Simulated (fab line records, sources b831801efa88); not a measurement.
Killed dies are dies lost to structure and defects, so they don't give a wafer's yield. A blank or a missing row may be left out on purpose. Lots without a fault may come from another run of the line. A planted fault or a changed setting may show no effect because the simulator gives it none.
Split-lot experiment | flow sky130 | 5 lots, 23 wafers read, on a route of 708 steps

THE SPLIT
At SKY_SD_P_IMPLANT_09, the setting energy_kev was moved away from the recipe's 20 on 9 of the 23 wafers read, by -5.2% to +3.7%. The other wafers ran this setting at the recipe's value.

FROM THE SPLIT TO THE READING: what the file shows between them, 8 steps
- SKY_SD_P_STRIP_10: strips in O2/N2
- SKY_SD_P_TW_MEAS_11
- SKY_SD_N_EXPOSE_04: exposes mask NSDM, target cd 380 nm (also split here: dose_mj)
- SKY_SD_N_PEB_05
- SKY_SD_N_DEVELOP_06: develop time 60 s
- SKY_SD_N_CD_MEAS_07: target cd 380 nm
- SKY_SD_N_IMPLANT_10 (also split here: energy_kev)
- SKY_SD_N_STRIP_11: strips in O2/N2

THE READING
SD_P_RS, in ohm/sq, at SKY_SD_N_RS_MEAS_17 (measures by four-point-probe). Fault-free wafers of this fab line usually give 147.0 ohm/sq, standard deviation 0.37 ohm/sq.

wafer  | tool, chamber at the split | energy_kev as run | against the recipe | SD_P_RS, ohm/sq | against lot-mates on the recipe
L079.1 | implanter-03, 0            | 20                | recipe             | 147.1           | -
L079.2 | implanter-03, 0            | 19.19             | -4.0%              | 149.2           | +2.4
L079.3 | implanter-03, 0            | 19.19             | -4.0%              | 149.2           | +2.4
L079.4 | implanter-03, 0            | 19.19             | -4.0%              | 149.5           | +2.7
L079.6 | implanter-03, 0            | 20                | recipe             | 146.5           | -
L080.1 | implanter-03, 0            | 20                | recipe             | 146.5           | -
L080.2 | implanter-03, 0            | 20.74             | +3.7%              | 144.0           | -2.4
L080.4 | implanter-03, 0            | 20.74             | +3.7%              | 143.9           | -2.5
L080.5 | implanter-03, 0            | 20.74             | +3.7%              | 144.4           | -2.0
L080.6 | implanter-03, 0            | 20                | recipe             | 146.4           | -
L081.1 | implanter-02, 0            | 20                | recipe             | 146.9           | -
L081.2 | implanter-02, 0            | 20                | recipe             | 146.9           | -
L081.3 | implanter-02, 0            | 20                | recipe             | 147.1           | -
L084.2 | implanter-02, 0            | 18.97             | -5.2%              | 150.3           | +3.2
L084.3 | implanter-02, 0            | 20                | recipe             | 147.0           | -
L084.4 | implanter-02, 0            | 18.97             | -5.2%              | 150.4           | +3.2
L084.5 | implanter-02, 0            | 20                | recipe             | 147.3           | -
L084.6 | implanter-02, 0            | 18.97             | -5.2%              | 150.9           | +3.8
L085.1 | implanter-04, 0            | 20                | recipe             | 146.8           | -
L085.2 | implanter-04, 0            | 20                | recipe             | 146.9           | -
L085.3 | implanter-04, 0            | 20                | recipe             | 146.7           | -
L085.5 | implanter-04, 0            | 20                | recipe             | 147.1           | -
L085.6 | implanter-04, 0            | 20                | recipe             | 147.0           | -

THE FIT
A straight line over all 23 wafers: SD_P_RS changes by -0.694 ohm/sq for each +1% of energy_kev; r = -0.99; the points scatter about the line by 0.29 ohm/sq.
The same after taking each lot's own level away (the mean of its wafers on the recipe; 23 wafers): -0.64 ohm/sq for each +1%; r = -0.99; scatter 0.2 ohm/sq.
On that fit, the largest move of energy_kev shifts the reading by 3.3 ohm/sq.
The lots' own levels span 146.45 to 147.15 ohm/sq, that is 1.9 times the standard deviation above.
So the lot-to-lot level changes the slope little: the two slopes agree.
Check: with one of the wafers moved furthest among these (-5.2%) left out of the fit, the line predicts +3.33 ohm/sq for it against its lot-mates. It came out at +3.15 ohm/sq against them.

OTHER SPLITS ON THESE WAFERS
These wafers also went through other splits before the reading. Each is held against what the fit with the lots' levels taken away leaves over:
other split on the same wafers     | wafers away from the commonest value | r with SD_P_RS (lot level and that fit taken away)
SKY_LDD_LDN_IMPLANT_09 dose_cm2    | 7                                    | +0.13
SKY_SD_P_DEVELOP_06 develop_time_s | 7                                    | -0.42
SKY_SD_N_EXPOSE_04 dose_mj         | 5                                    | +0.07
SKY_SD_N_IMPLANT_10 energy_kev     | 7                                    | +0.23

THE WHOLE CHAIN: every reading that the file lists as answering this split, in the file's order
step                | what it does                 | reading                                                         | change (the file's fit)                | r (the file's)
SKY_SD_P_IMPLANT_09 |                              | implant.rp_nm (the simulator's own value, which no gauge read)  | +0.138 nm for each +1% of the setting  | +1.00
SKY_SD_P_IMPLANT_09 |                              | implant.drp_nm (the simulator's own value, which no gauge read) | +0.0687 nm for each +1% of the setting | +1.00
SKY_SD_P_STRIP_10   | strips in O2/N2              | strip_time_to_endpoint_s                                        | withheld for each +1% of the setting   | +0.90
SKY_SD_P_TW_MEAS_11 |                              | SD_P_TW                                                         | +8.36 for each +1% of the setting      | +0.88
SKY_SD_N_RS_MEAS_17 | measures by four-point-probe | SD_P_RS                                                         | -0.638 for each +1% of the setting     | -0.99

THE FILE'S OWN FIT
SD_P_RS changes by -0.638 ohm/sq for each +1% of energy_kev, r = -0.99.
